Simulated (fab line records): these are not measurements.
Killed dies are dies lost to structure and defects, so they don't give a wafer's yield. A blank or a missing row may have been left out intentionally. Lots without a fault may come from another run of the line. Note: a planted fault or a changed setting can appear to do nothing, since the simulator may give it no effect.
Which tool was responsible? + flow gf180mcu + Sampling: 13 lots, 39 wafers, 6 of 602 route steps

== WHAT THE GAUGES READ, wafer by wafer ==
GF_MVPSD_OVL_MEAS_07.
| lot  | measured     | on         | MVPSD_OVL (nm) |
|------|--------------|------------|----------------|
| L928 | day 4 23:24  | overlay-02 | 1.0 0.7 0.6    |
| L929 | day 5 04:54  | overlay-02 | -3.9 -3.1 -2.6 |
| L930 | day 5 13:26  | overlay-01 | -2.0 0.1 -0.5  |
| L931 | day 5 16:38  | overlay-01 | 0.3 1.6 1.6    |
| L932 | day 5 22:19  | overlay-02 | -1.2 -0.5 -0.5 |
| L934 | day 6 12:38  | overlay-01 | -2.0 -0.6 -0.5 |
| L935 | day 6 19:28  | overlay-02 | -0.6 -1.0 0.2  |
| L937 | day 7 05:44  | overlay-02 | 0.2 -1.6 -1.7  |
| L940 | day 7 23:59  | overlay-01 | -0.4 -1.0 -1.7 |
| L948 | day 10 00:46 | overlay-01 | -0.3 -0.2 -1.2 |
| L949 | day 10 08:26 | overlay-02 | 0.1 -1.3 0.4   |
| L950 | day 10 11:56 | overlay-01 | -2.8 -2.5 -2.5 |
| L951 | day 10 15:50 | overlay-02 | 3.4 2.6 2.9    |

GF_HV_LDD_CD_MEAS_19: the cd target is 400 nm.
| lot  | measured     | on        | cd-nm (nm)        |
|------|--------------|-----------|-------------------|
| L928 | day 10 23:29 | cd-sem-01 | 399.5 397.7 397.5 |
| L929 | day 11 05:23 | cd-sem-01 | 401.8 400.0 404.1 |
| L930 | day 11 17:01 | cd-sem-01 | 401.4 402.4 400.1 |
| L931 | day 11 17:42 | cd-sem-01 | 404.4 407.0 406.1 |
| L932 | day 12 01:07 | cd-sem-01 | 397.4 399.0 398.7 |
| L934 | day 12 16:05 | cd-sem-02 | 401.4 401.6 402.1 |
| L935 | day 13 02:34 | cd-sem-01 | 397.1 396.9 396.6 |
| L937 | day 13 11:35 | cd-sem-01 | 402.0 403.8 399.5 |
| L940 | day 14 13:09 | cd-sem-02 | - - -             |
| L948 | day 17 00:26 | cd-sem-01 | 398.8 398.4 398.7 |
| L949 | day 17 12:54 | cd-sem-02 | 404.0 400.5 402.6 |
| L950 | day 17 16:01 | cd-sem-01 | 399.8 403.2 401.4 |
| L951 | day 17 20:12 | cd-sem-01 | 398.4 396.9 400.0 |

GF_HV_LDD_TW_MEAS_23.
| lot  | measured     | on            | HV_LDD_2_TW    |
|------|--------------|---------------|----------------|
| L928 | day 10 23:52 | film-metro-02 | 1043 1048 1051 |
| L929 | day 11 05:47 | film-metro-02 | 1045 1044 1042 |
| L930 | day 11 17:25 | film-metro-04 | 1051 1059 1051 |
| L931 | day 11 18:05 | film-metro-02 | 1043 1034 1041 |
| L932 | day 12 01:30 | film-metro-04 | 1062 1058 1053 |
| L934 | day 12 16:29 | film-metro-02 | 1045 1038 1046 |
| L935 | day 13 02:58 | film-metro-02 | 1049 1056 1048 |
| L937 | day 13 11:59 | film-metro-04 | 1051 1064 1052 |
| L940 | day 14 13:32 | film-metro-02 | 30 30 30       |
| L948 | day 17 00:50 | film-metro-02 | 1044 1043 1042 |
| L949 | day 17 13:16 | film-metro-01 | 1042 1045 1042 |
| L950 | day 17 16:25 | film-metro-02 | 1048 1046 1045 |
| L951 | day 17 20:35 | film-metro-01 | 1043 1041 1039 |

GF_V2_BOW_MEAS_05.
| lot  | measured     | on            | V2_BOW (um) |
|------|--------------|---------------|-------------|
| L928 | day 19 13:36 | film-metro-01 | 100 103 100 |
| L929 | day 19 20:37 | film-metro-04 | 91 82 92    |
| L930 | day 20 09:42 | film-metro-02 | 96 98 108   |
| L931 | day 20 10:45 | film-metro-01 | 107 101 93  |
| L932 | day 20 20:03 | film-metro-04 | 95 104 90   |
| L934 | day 21 14:37 | film-metro-02 | 101 109 112 |
| L935 | day 22 02:07 | film-metro-04 | 93 92 101   |
| L937 | day 22 13:07 | film-metro-01 | 119 109 123 |
| L948 | day 26 06:47 | film-metro-01 | 98 110 95   |
| L949 | day 26 14:17 | film-metro-04 | 110 108 104 |
| L950 | day 26 15:46 | film-metro-01 | 98 101 92   |
| L951 | day 26 20:50 | film-metro-04 | 106 109 104 |

== EACH LOT AND THE TOOL THAT RAN IT (in order: tool; ch and the chambers of the sampled wafers; start) ==
| lot  | GF_HV_LDD_EXPOSE_16                 | GF_SALICIDE_SPUTTER_03       |
|------|-------------------------------------|------------------------------|
| L928 | iline-stepper-02 ch 0, day 10 14:39 | pvd-sputter-02, day 15 08:28 |
| L929 | iline-stepper-01 ch 0, day 10 20:29 | pvd-sputter-04, day 15 16:23 |
| L930 | iline-stepper-01 ch 0, day 11 07:20 | pvd-sputter-02, day 16 05:16 |
| L931 | iline-stepper-01 ch 0, day 11 09:06 | pvd-sputter-02, day 16 05:40 |
| L932 | iline-stepper-02 ch 0, day 11 15:37 | pvd-sputter-03, day 16 14:13 |
| L934 | iline-stepper-01 ch 0, day 12 07:02 | pvd-sputter-02, day 17 08:04 |
| L935 | iline-stepper-02 ch 0, day 12 16:31 | pvd-sputter-03, day 17 19:37 |
| L937 | iline-stepper-01 ch 0, day 13 02:13 | pvd-sputter-02, day 18 06:50 |
| L940 | iline-stepper-02 ch 0, day 14 03:11 | -                            |
| L948 | iline-stepper-02 ch 0, day 16 13:06 | pvd-sputter-04, day 22 06:08 |
| L949 | iline-stepper-02 ch 0, day 17 01:43 | pvd-sputter-04, day 22 17:36 |
| L950 | iline-stepper-01 ch 0, day 17 04:53 | pvd-sputter-04, day 22 19:10 |
| L951 | iline-stepper-01 ch 0, day 17 09:03 | pvd-sputter-02, day 22 23:59 |
- GF_HV_LDD_EXPOSE_16: exposes mask Pplus LV AREA, target cd 400 nm.
- GF_SALICIDE_SPUTTER_03: material TiN, target thk 20 nm, time 16.7 s.

== AS READ BY THE TOOLS THEMSELVES (means over the sampled wafers that have a number; for cases with no such wafer, the mark the record gives instead) ==
GF_SALICIDE_SPUTTER_03.
| lot  | tool           | throttle-valve-pct (%) |
|------|----------------|------------------------|
| L928 | pvd-sputter-02 | 28.5                   |
| L929 | pvd-sputter-04 | 30.8                   |
| L930 | pvd-sputter-02 | 29.2                   |
| L931 | pvd-sputter-02 | 28.4                   |
| L932 | pvd-sputter-03 | 29.6                   |
| L934 | pvd-sputter-02 | 29.3                   |
| L935 | pvd-sputter-03 | 29.7                   |
| L937 | pvd-sputter-02 | 29.3                   |
| L948 | pvd-sputter-04 | 30.1                   |
| L949 | pvd-sputter-04 | 29.3                   |
| L950 | pvd-sputter-04 | 29.9                   |
| L951 | pvd-sputter-02 | 28.6                   |

== THE ANSWER, worked out from the rows above alone ==
Rule: the lots themselves supply what counts as usual. The widest of any qualifying gaps counts: lots, ordered by their means at a reading, are off when they make up no more than a third of the lots, leave a main group of 4 or more, and stand apart from it by 3 or more times the standard deviation of that group's means. Not used: any main group whose means are identical at the precision the tables above print for the reading. A lot without any number at a reading at which 4 lots or more have one is off too. Where the step has rows for the other lots, those lots are counted as sound. Order of review: gauges by route order, followed by the tools' own readings, for which a lot's mean as printed above is used. At the first step where some lot is off, the reading lying furthest off is the one used; lots without a number count as furthest.
Off: L940, at GF_HV_LDD_CD_MEAS_19 (cd-nm). Without a number there: L940. The main group: mean 400.6 nm, standard deviation 2.4.
If a tool, at a process step before that reading, ran all the lots that are off and no sound lot after the first of them, it fits. The gauges at GF_HV_LDD_CD_MEAS_19 aren't tried: what is off there is off at GF_HV_LDD_TW_MEAS_23 too, on other tools, and a gauge's error can't cause that. No candidate that was tried fits.

== WHAT THE SIMULATOR PUT IN ==
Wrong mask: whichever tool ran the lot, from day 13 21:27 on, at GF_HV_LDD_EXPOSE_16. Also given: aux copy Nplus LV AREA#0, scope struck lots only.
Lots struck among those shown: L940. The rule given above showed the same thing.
